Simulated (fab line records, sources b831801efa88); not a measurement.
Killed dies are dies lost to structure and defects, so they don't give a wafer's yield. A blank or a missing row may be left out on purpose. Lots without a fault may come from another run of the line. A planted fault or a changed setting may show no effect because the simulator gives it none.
fab line records | flow sky130
record lots=13 wafers=39 last_day=50
route steps=708 shown VT_ADJUST_HVTP@93 VT_ADJUST_LVTN@106 LDD_HVP@287 SD_P@327
lots that met no fault: from a run of the same line without faults
start_h: hours from the record's first day to the start of the lot's first wafer shown | wait_h: hours since the lot's step before | " the same as in the row above | L1.1+2: a row that stands for several wafers | - no value, or no start given | * or withheld: withheld | < > ~ a bound
route shown NAME@n: a module of which the file shows steps, and the number in the route of the first | usual: mean/standard deviation of fault-free wafers | same: alike in all rows | chamber/n: place in a boat | sites: the reading at each site | _std_site: their standard deviation | _edge_site: outer sites' mean less inner sites' | radius_mm: how far each site lies from the wafer's centre | mask NAME#n: copy n | behind: the tool/chamber that last shaped the wafer | hold: why the lot was held/for how many hours/how that ended | device: the transistor (n, p or np) that didn't switch | end of line: the same wafers' tests at the end of the route | a step without rows: its recipe alone | killed: dies lost to structure and defects at the first sort, not the wafer's yield | map: a wafer's dies, x killed, . not, _ none there
set.NAME: the setting as run; set.NAME@STEP: as run at that earlier step | model.NAME: the simulator's own value behind a step, which no gauge read
steps of the route over a sample of lots; a table a step, a row a wafer
services: from which hour (start_h, from the record's first day; less than 0 if before it) a tool's chamber was out of use, for how many hours, and why
## steps
# step SKY_VT_ADJUST_HVTP_OVL_MEAS_08
# usual VT_ADJUST_HVTP_OVL=-0.2/1.4
# columns lot.wafer tool chamber start_h wait_h VT_ADJUST_HVTP_OVL[nm]
L448.1 overlay-01 - 117.67 0.1 0.4
L448.3 " - " " -1.2
L448.5 " - " " -1.0
L449.3 overlay-01 - 130.38 0.1 -1.7
L449.4 " - " " -1.2
L449.5 " - " " -2.4
L451.1 overlay-02 - 154.77 0.1 -0.1
L451.3 " - " " 0.6
L451.5 " - " " -0.1
L452.3 overlay-02 - 168.37 0.1 -0.9
L452.4 " - " " -1.0
L452.6 " - " " -0.5
L454.1 overlay-02 - 171.86 0.1 2.2
L454.2 " - " " 3.1
L454.6 " - " " 2.0
L455.1 overlay-02 - 172.16 0.1 1.4
L455.4 " - " " 0.7
L455.6 " - " " 1.3
L456.2 overlay-01 - 175.77 0.1 -2.7
L456.3 " - " " -2.0
L456.5 " - " " -3.6
L460.2 overlay-01 - 200.62 0.1 1.6
L460.3 " - " " -0.3
L460.6 " - " " 0.6
L466.3 overlay-02 - 251.82 0.1 -0.7
L466.4 " - " " -1.3
L466.6 " - " " -0.8
L467.2 overlay-01 - 258.87 0.1 1.0
L467.4 " - " " -1.1
L467.5 " - " " -0.8
L468.1 overlay-02 - 260.86 0.1 1.3
L468.4 " - " " -0.9
L468.6 " - " " -2.0
L469.1 overlay-02 - 261.16 0.1 0.6
L469.4 " - " " -0.9
L469.6 " - " " 0.0
L470.3 overlay-01 - 263.57 0.1 -0.8
L470.4 " - " " -0.7
L470.5 " - " " -1.6
# step SKY_VT_ADJUST_HVTP_STRIP_10
# recipe chemistry=O2/N2 power_w=1400 pressure_mtorr=1500 platen_temp_c=withheld o2_flow_sccm=3000 n2_flow_sccm=300 overash_fraction=0.5
# usual chamber_pressure_mTorr=1500.2/1.3 drypump_motor_current_A=5.7/0.48 oes_product_au=0.715/0.0043 strip_time_to_endpoint_s=14.18/0.043
# columns lot.wafer tool chamber start_h wait_h chamber_pressure_mTorr drypump_motor_current_A oes_product_au rf_hours_counter_h strip_time_to_endpoint_s
L448.1 plasma_asher-04 1 117.85 0.1 1500.8 4.8 0.722 0 14.17
L448.3 " 1 " " 1501.2 4.9 0.716 - 14.18
L448.5 " 0 " " 1499.5 6.4 0.717 - 14.14
L449.3 plasma_asher-01 1 130.59 0.1 1501.7 5.9 0.714 - 14.18
L449.4 " 0 " " 1502.3 5.6 0.722 - 14.19
L449.5 " 0 " " 1497.7 5.6 0.704 - 14.15
L451.1 plasma_asher-01 1 154.95 0.1 1500.0 5.8 0.721 46 14.10
L451.3 " 1 " " 1502.1 5.9 0.717 - 14.07
L451.5 " 1 " " 1502.0 5.9 0.719 - 14.11
L452.3 plasma_asher-01 1 168.58 0.1 1500.1 5.9 0.712 - 14.16
L452.4 " 0 " " 1499.2 5.6 0.721 - 14.16
L452.6 " 1 " " 1500.3 5.9 0.713 - 14.14
L454.1 plasma_asher-04 1 172.04 0.1 1499.1 4.8 0.714 5 14.21
L454.2 " 0 " " 1498.8 6.3 0.712 5 14.15
L454.6 " 1 " " 1497.8 4.8 0.717 - 14.17
L455.1 plasma_asher-04 0 172.34 0.1 1499.6 6.3 0.719 5 14.19
L455.4 " 0 " " 1498.8 6.3 0.723 - 14.18
L455.6 " 1 " " 1499.0 4.8 0.722 - 14.21
L456.2 plasma_asher-04 0 175.95 0.1 1502.6 6.3 0.900 5 -
L456.3 " 1 " " 1505.9 4.8 0.879 - -
L456.5 " 0 " " 1508.2 6.3 0.927 - -
L460.2 plasma_asher-03 0 200.80 0.1 1497.2 6.2 0.717 39 14.15
L460.3 " 1 " " 1498.6 5.8 0.718 - 14.17
L460.6 " 0 " " 1500.4 6.2 0.718 - 14.18
L466.3 plasma_asher-01 0 252.03 0.1 1500.4 5.6 0.709 - 14.13
L466.4 " 1 " " 1501.3 5.9 0.720 - 14.18
L466.6 " 1 " " 1499.1 5.9 0.720 - 14.16
L467.2 plasma_asher-01 0 259.05 0.1 1501.2 5.6 0.722 55 14.17
L467.4 " 0 " " 1501.4 5.6 0.711 - 14.20
L467.5 " 0 " " 1498.8 5.6 0.716 - 14.12
L468.1 plasma_asher-04 0 261.09 0.1 1500.0 6.3 0.712 14 14.19
L468.4 " 0 " " 1500.0 6.3 0.713 - 14.22
L468.6 " 1 " " 1499.1 4.8 0.710 - 14.18
L469.1 plasma_asher-01 1 261.35 0.1 1500.0 5.9 0.712 55 14.21
L469.4 " 1 " " 1499.9 5.9 0.720 - 14.28
L469.6 " 1 " " 1500.1 5.9 0.714 - 14.26
L470.3 plasma_asher-01 0 263.78 0.1 1502.5 5.6 0.715 - 14.19
L470.4 " 1 " " 1499.3 5.8 0.717 - 14.16
L470.5 " 1 " " 1501.8 5.8 0.716 - 14.19
# step SKY_VT_ADJUST_LVTN_STRIP_09
# recipe chemistry=O2/N2 power_w=1400 pressure_mtorr=1500 platen_temp_c=withheld o2_flow_sccm=3000 n2_flow_sccm=300 overash_fraction=0.5
# usual chamber_pressure_mTorr=1499.9/1.4 drypump_motor_current_A=5.80/0.3 oes_product_au=0.722/0.0043 strip_time_to_endpoint_s=36.96/0.086
# columns lot.wafer tool chamber start_h wait_h chamber_pressure_mTorr drypump_motor_current_A oes_product_au rf_hours_counter_h strip_time_to_endpoint_s
L448.1 plasma_asher-03 0 136.77 0.1 1502.0 6.20 0.721 33 36.93
L448.3 " 0 " " 1499.2 6.24 0.717 - 36.88
L448.5 " 0 " " 1500.4 6.20 0.715 - 36.81
L449.3 plasma_asher-02 1 148.90 0.1 1498.6 5.87 0.721 - 36.81
L449.4 " 0 " " 1499.7 5.16 0.722 - 36.75
L449.5 " 0 " " 1495.8 5.16 0.724 - 36.81
L451.1 plasma_asher-03 0 174.77 0.1 1499.9 6.19 0.716 37 36.97
L451.3 " 1 " " 1500.2 5.82 0.724 - 36.99
L451.5 " 1 " " 1501.0 5.83 0.720 - 37.00
L452.3 plasma_asher-01 1 189.65 0.1 1498.8 5.86 0.720 - 36.84
L452.4 " 0 " " 1502.2 5.61 0.714 - 36.82
L452.6 " 1 " " 1497.5 5.85 0.725 - 36.98
L454.1 plasma_asher-02 1 193.07 0.1 1500.4 5.87 0.723 52 36.99
L454.2 " 0 " " 1498.1 5.13 0.717 52 36.90
L454.6 " 0 " " 1499.7 5.13 0.725 - 36.86
L455.1 plasma_asher-02 0 193.68 0.1 1503.0 5.14 0.718 52 36.88
L455.4 " 0 " " 1498.2 5.15 0.729 - 36.99
L455.6 " 1 " " 1501.6 5.83 0.717 - 36.97
L456.2 plasma_asher-03 0 197.22 0.1 1501.4 6.22 0.721 39 49.98
L456.3 " 0 " " 1502.0 6.18 0.719 - 49.91
L456.5 " 1 " " 1502.6 5.78 0.726 - 49.86
L460.2 plasma_asher-01 0 222.37 0.1 1500.0 5.60 0.721 53 36.93
L460.3 " 0 " " 1501.5 5.61 0.714 - 36.95
L460.6 " 0 " " 1498.5 5.61 0.723 - 36.98
L466.3 plasma_asher-01 1 276.85 0.1 1501.6 5.86 0.722 - 36.89
L466.4 " 0 " " 1500.9 5.63 0.727 - 37.02
L466.6 " 0 " " 1501.1 5.62 0.725 - 37.06
L467.2 plasma_asher-01 1 283.98 0.1 1500.1 5.85 0.725 58 37.08
L467.4 " 0 " " 1499.6 5.61 0.725 - 37.21
L467.5 " 0 " " 1500.8 5.61 0.722 - 37.04
L468.1 plasma_asher-01 1 285.72 0.1 1500.8 5.85 0.723 58 37.08
L468.4 " 1 " " 1499.4 5.86 0.714 - 36.94
L468.6 " 1 " " 1498.6 5.88 0.726 - 36.95
L469.1 plasma_asher-03 0 285.87 0.1 1499.8 6.19 0.721 48 36.86
L469.4 " 1 " " 1499.6 5.81 0.723 - 36.82
L469.6 " 0 " " 1501.7 6.20 0.729 - 36.79
L470.3 plasma_asher-03 1 288.15 0.1 1499.3 5.79 0.729 - 37.12
L470.4 " 0 " " 1500.0 6.20 0.723 - 37.06
L470.5 " 0 " " 1496.1 6.21 0.719 - 37.09
# step SKY_VT_ADJUST_LVTN_TW_MEAS_10
# usual VT_ADJUST_LVTN_TW=243.2/1.6
# columns lot.wafer tool chamber start_h wait_h VT_ADJUST_LVTN_TW
L448.1 film_metro-04 - 136.87 0.1 246.3
L448.3 " - " " 245.9
L448.5 " - " " 244.6
L449.3 film_metro-01 - 148.99 0.1 242.4
L449.4 " - " " 242.3
L449.5 " - " " 242.5
L451.1 film_metro-04 - 174.87 0.1 243.1
L451.3 " - " " 244.1
L451.5 " - " " 245.5
L452.3 film_metro-04 - 189.74 0.1 244.3
L452.4 " - " " 244.6
L452.6 " - " " 244.4
L454.1 film_metro-01 - 193.17 0.1 242.1
L454.2 " - " " 243.1
L454.6 " - " " 243.9
L455.1 film_metro-01 - 193.78 0.1 242.6
L455.4 " - " " 243.8
L455.6 " - " " 242.5
L456.2 film_metro-04 - 197.33 0.1 30.4
L456.3 " - " " 30.3
L456.5 " - " " 30.4
L460.2 film_metro-04 - 222.48 0.1 244.8
L460.3 " - " " 244.6
L460.6 " - " " 246.2
L466.3 film_metro-01 - 276.94 0.1 243.8
L466.4 " - " " 244.8
L466.6 " - " " 245.2
L467.2 film_metro-01 - 284.09 0.1 243.9
L467.4 " - " " 244.6
L467.5 " - " " 243.9
L468.1 film_metro-01 - 285.82 0.1 244.9
L468.4 " - " " 244.3
L468.6 " - " " 245.0
L469.1 film_metro-02 - 285.97 0.1 239.8
L469.4 " - " " 241.8
L469.6 " - " " 241.6
L470.3 film_metro-04 - 288.24 0.1 245.2
L470.4 " - " " 243.1
L470.5 " - " " 244.4
# step SKY_LDD_HVP_STRIP_09
# recipe chemistry=O2/N2 power_w=1400 pressure_mtorr=1500 platen_temp_c=withheld o2_flow_sccm=3000 n2_flow_sccm=300 overash_fraction=0.5
# usual chamber_pressure_mTorr=1500.0/1.2 drypump_motor_current_A=5.8/0.44 oes_product_au=0.409/0.0041 strip_time_to_endpoint_s=4.137/0.016
# columns lot.wafer tool chamber start_h wait_h chamber_pressure_mTorr drypump_motor_current_A oes_product_au rf_hours_counter_h strip_time_to_endpoint_s
L448.1 plasma_asher-01 0 483.23 0.1 1499.4 5.6 0.417 5 4.143
L448.3 " 1 " " 1500.1 5.9 0.407 - 4.136
L448.5 " 1 " " 1501.6 5.9 0.405 - 4.127
L449.3 plasma_asher-03 1 499.85 0.1 1500.8 5.8 0.409 - 4.165
L449.4 " 0 " " 1499.5 6.2 0.416 - 4.137
L449.5 " 0 " " 1500.3 6.2 0.402 - 4.138
L451.1 plasma_asher-03 0 543.56 0.1 1499.2 6.2 0.410 73 4.158
L451.3 " 0 " " 1498.0 6.2 0.411 - 4.142
L451.5 " 1 " " 1500.5 5.8 0.406 - 4.128
L452.3 plasma_asher-04 0 563.56 0.1 1502.0 6.3 0.408 - 4.126
L452.4 " 1 " " 1501.1 4.8 0.413 - 4.117
L452.6 " 1 " " 1500.0 4.8 0.400 - 4.118
L455.1 plasma_asher-01 0 565.23 0.1 1500.9 5.6 0.413 13 4.131
L455.4 " 0 " " 1499.9 5.6 0.414 - 4.143
L455.6 " 0 " " 1502.2 5.6 0.408 - 4.129
L454.1 plasma_asher-01 1 567.21 0.1 1498.2 5.9 0.409 13 4.144
L454.2 " 0 " " 1500.5 5.6 0.404 13 4.166
L454.6 " 0 " " 1499.1 5.6 0.412 - 4.151
L456.2 plasma_asher-03 0 573.11 0.1 1503.5 6.2 0.402 76 4.112
L456.3 " 0 " " 1501.6 6.2 0.405 - 4.124
L456.5 " 1 " " 1499.4 5.8 0.404 - 4.115
L460.2 plasma_asher-04 0 604.42 0.1 1499.3 6.3 0.414 46 4.138
L460.3 " 0 " " 1499.4 6.3 0.406 - 4.119
L460.6 " 0 " " 1501.2 6.3 0.415 - 4.113
L466.3 plasma_asher-01 0 664.21 0.1 1497.7 5.6 0.406 - 4.153
L466.4 " 1 " " 1500.7 5.8 0.405 - 4.151
L466.6 " 1 " " 1499.9 5.8 0.407 - 4.139
L467.2 plasma_asher-03 1 674.61 0.1 1501.0 5.8 0.407 87 4.170
L467.4 " 1 " " 1501.7 5.8 0.408 - 4.162
L467.5 " 0 " " 1501.3 6.2 0.412 - 4.152
L469.1 plasma_asher-03 0 676.21 0.1 1501.1 6.2 0.407 87 4.131
L469.4 " 1 " " 1500.7 5.8 0.405 - 4.151
L469.6 " 0 " " 1501.2 6.2 0.409 - 4.133
L468.1 plasma_asher-03 1 677.17 0.1 1501.0 5.8 0.406 87 4.133
L468.4 " 1 " " 1499.1 5.8 0.406 - 4.137
L468.6 " 1 " " 1502.2 5.8 0.413 - 4.128
L470.3 plasma_asher-01 0 680.40 0.1 1499.5 5.6 0.408 - 4.115
L470.4 " 1 " " 1499.5 5.9 0.409 - 4.145
L470.5 " 1 " " 1501.6 5.9 0.405 - 4.118
# step SKY_SD_P_CD_MEAS_07
# recipe target_cd_nm=380
# usual cd_nm=379.4/2.6
# columns lot.wafer tool chamber start_h wait_h cd_nm
L448.1 cd_sem-02 - 575.08 0.1 379.4
L448.3 " - " " 378.7
L448.5 " - " " 378.0
L449.3 cd_sem-01 - 607.04 0.1 381.8
L449.4 " - " " 381.7
L449.5 " - " " 380.0
L451.1 cd_sem-02 - 634.55 0.1 378.1
L451.3 " - " " 377.8
L451.5 " - " " 378.0
L452.3 cd_sem-01 - 654.99 0.1 386.2
L452.4 " - " " 380.8
L452.6 " - " " 382.7
L455.1 cd_sem-02 - 657.04 0.1 378.3
L455.4 " - " " 376.8
L455.6 " - " " 379.3
L454.1 cd_sem-01 - 657.78 0.1 379.2
L454.2 " - " " 379.7
L454.6 " - " " 379.9
L456.2 cd_sem-01 - 661.61 0.1 381.1
L456.3 " - " " 380.9
L456.5 " - " " 381.7
L460.2 cd_sem-01 - 691.25 0.1 382.0
L460.3 " - " " 381.8
L460.6 " - " " 380.6
L466.3 cd_sem-01 - 749.19 0.1 377.7
L466.4 " - " " 379.3
L466.6 " - " " 377.6
L467.2 cd_sem-01 - 758.25 0.1 381.6
L467.4 " - " " 380.4
L467.5 " - " " 380.2
L469.1 cd_sem-01 - 762.30 0.1 378.4
L469.4 " - " " 376.7
L469.6 " - " " 378.5
L468.1 cd_sem-02 - 763.20 0.1 375.5
L468.4 " - " " 377.8
L468.6 " - " " 379.9
L470.3 cd_sem-01 - 764.67 0.1 379.1
L470.4 " - " " 379.3
L470.5 " - " " 379.1
## services
# columns tool chamber start_h hours kind
plasma_asher-04 - 108.75 9.0 pm
plasma_asher-04 0 108.75 9.0 vent_cycle
plasma_asher-03 - 120.57 0.9 repair
plasma_asher-02 - 174.60 5.1 repair
plasma_asher-01 - 202.18 2.8 pm
plasma_asher-01 - 234.53 14.6 pm
plasma_asher-03 - 290.01 0.7 repair
plasma_asher-04 - 361.69 1.4 repair
plasma_asher-03 - 417.98 2.8 pm
plasma_asher-01 - 421.25 9.0 pm
plasma_asher-01 0 421.25 9.0 vent_cycle
plasma_asher-01 1 421.25 9.0 vent_cycle
plasma_asher-01 0 430.25 - clean
plasma_asher-01 1 430.25 - clean
plasma_asher-04 - 437.83 0.3 repair
plasma_asher-01 - 450.24 2.9 repair
plasma_asher-02 - 471.75 1.2 repair
plasma_asher-04 - 516.22 2.9 repair
plasma_asher-04 - 524.77 28.1 pm
plasma_asher-01 - 551.75 12.5 repair
plasma_asher-02 - 611.65 2.8 pm
plasma_asher-02 - 616.86 4.6 repair
plasma_asher-04 - 620.58 3.2 repair
plasma_asher-01 - 673.62 3.8 repair
## key
first_sign step=SKY_VT_ADJUST_HVTP_STRIP_10 reading=oes_product_au direction=up sigmas=44 usual=0.715 struck=0.902
effect step=SKY_VT_ADJUST_HVTP_STRIP_10 reading=chamber_pressure_mTorr direction=up sigmas=4.1 usual=1500.2 struck=1505.6 wafers_moved=2
effect step=SKY_VT_ADJUST_LVTN_STRIP_09 reading=strip_time_to_endpoint_s direction=up sigmas=99+ usual=* struck=*
effect step=SKY_VT_ADJUST_LVTN_TW_MEAS_10 reading=VT_ADJUST_LVTN_TW direction=down sigmas=99+ usual=243.2 struck=30.4
met_at SKY_VT_ADJUST_HVTP_STRIP_10
struck_lots L456
sort_left_out L456.2,L456.3,L456.5
tester_left_out L456
not_acting_at SKY_VT_ADJUST_HVTP_OVL_MEAS_08,SKY_LDD_HVP_STRIP_09,SKY_SD_P_CD_MEAS_07
onset_between 172.34 175.95
fault kind=strip_aborted tool=plasma_asher-04 chamber=- onset_h=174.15 steps=SKY_VT_ADJUST_HVTP_STRIP_10 offset=0.98113 end_h=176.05
# tester_left_out: of these lots the tester's yield and bins aren't shown, on N5 and GAA mostly nor the transistor test; their killed dies are dies lost to structure and defects alone, not to doping, threshold or leakage, so they don't give the yield
# sort_left_out: the simulated sort isn't trusted on such a fault, so these wafers' sort isn't shown, and their yield isn't known
